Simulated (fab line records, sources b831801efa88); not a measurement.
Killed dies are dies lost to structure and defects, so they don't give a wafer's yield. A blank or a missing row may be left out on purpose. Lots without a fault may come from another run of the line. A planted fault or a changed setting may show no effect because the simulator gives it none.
Problem report in the 8D (eight disciplines) form, filled by code | flow gf180mcu | the parts of the form that need people (team, actions taken, sign-off) are left out

1. THE PROBLEM
HV_LDD_CVD_54_THK at GF_HV_LDD_THK_MEAS_55 reads a mean of 16.98 nm on 6 wafers of 2 lots; wafers without a fault read 10.05 nm with a standard deviation of 0.19. That is +36 standard deviations from the usual mean.
First seen on wafer L953.1, day 17 10:50, on film_metro-01. The record holds 42 wafers of 14 lots with a number at this step. Rule for "out", or "out of limits": more than 4 standard deviations from the usual mean. The other wafers with a number count as sound.

2. WHAT IT IS AND WHAT IT IS NOT
question                    | is                     | is not
which readings at this step | HV_LDD_CVD_54_THK      | -
which lots                  | L953, L954             | L939, L940, L941, L942, L943, L944, L947, L949, L950, L951, L952, L961
which wafers of those lots  | all that have a number | -
read on which gauges        | film_metro-01          | film_metro-03, film_metro-04
when                        | from day 17 10:50      | up to then (33 sound wafers); but 3 sound wafers of L961 came after

3. SUSPECTS, AND WHAT RULES EACH OUT
Counting: a tool at a process step up to the reading stays a suspect if it ran every lot that is out and no sound lot after the first of them.
- the gauge at GF_HV_LDD_THK_MEAS_55: kept. All the wafers that are out were read on film_metro-01, and no step on other tools shows them out.
- lpcvd-02 at GF_HV_LDD_CVD_54 (deposits SiO2 from TEOS, target thk 10 nm, time 75 s): kept. It ran every lot that is out, first L953 (day 17 09:48), and no sound lot after that; its last sound lot up to then is L950 (day 16 14:25).
Left after counting: lpcvd-02 at GF_HV_LDD_CVD_54, film_metro-01 at GF_HV_LDD_THK_MEAS_55.

4. THE CAUSE (what the simulator had put in)
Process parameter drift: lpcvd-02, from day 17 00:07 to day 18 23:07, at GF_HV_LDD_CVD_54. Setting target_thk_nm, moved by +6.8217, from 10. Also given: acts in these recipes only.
Counting left 2 suspects, and this tool is among them.

5. THE CHAIN OF EFFECTS, in route order
Each row: a reading whose mean over the struck wafers that have a number lies more than 3 standard deviations from the usual. Only readings for which the record gives a usual standard deviation are gone through. hours: the time from each lot's start at the first step in this table that gives one to its start at this step, as a median over the lots. sigmas: the change in usual standard deviations.
hours | step                  | reading           | usual    | on struck wafers | change | sigmas
0     | GF_HV_LDD_THK_MEAS_55 | HV_LDD_CVD_54_THK | 10.05 nm | 16.98            | +6.93  | +36
Later measuring or inspecting steps at which every struck wafer that the step has a row for has a number for every such reading, and none has moved that far: GF_CONTACT_BOW_MEAS_05.

6. WHAT WOULD HAVE CAUGHT IT SOONER
In this record the first reading out of limits at a measuring or inspecting step was taken at day 17 10:50, 11 hours after the fault began at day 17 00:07.
Of the lots that are out (2), L954 began GF_HV_LDD_CVD_54 on lpcvd-02 after day 17 10:50. A hold on the tool at that time would have spared it.
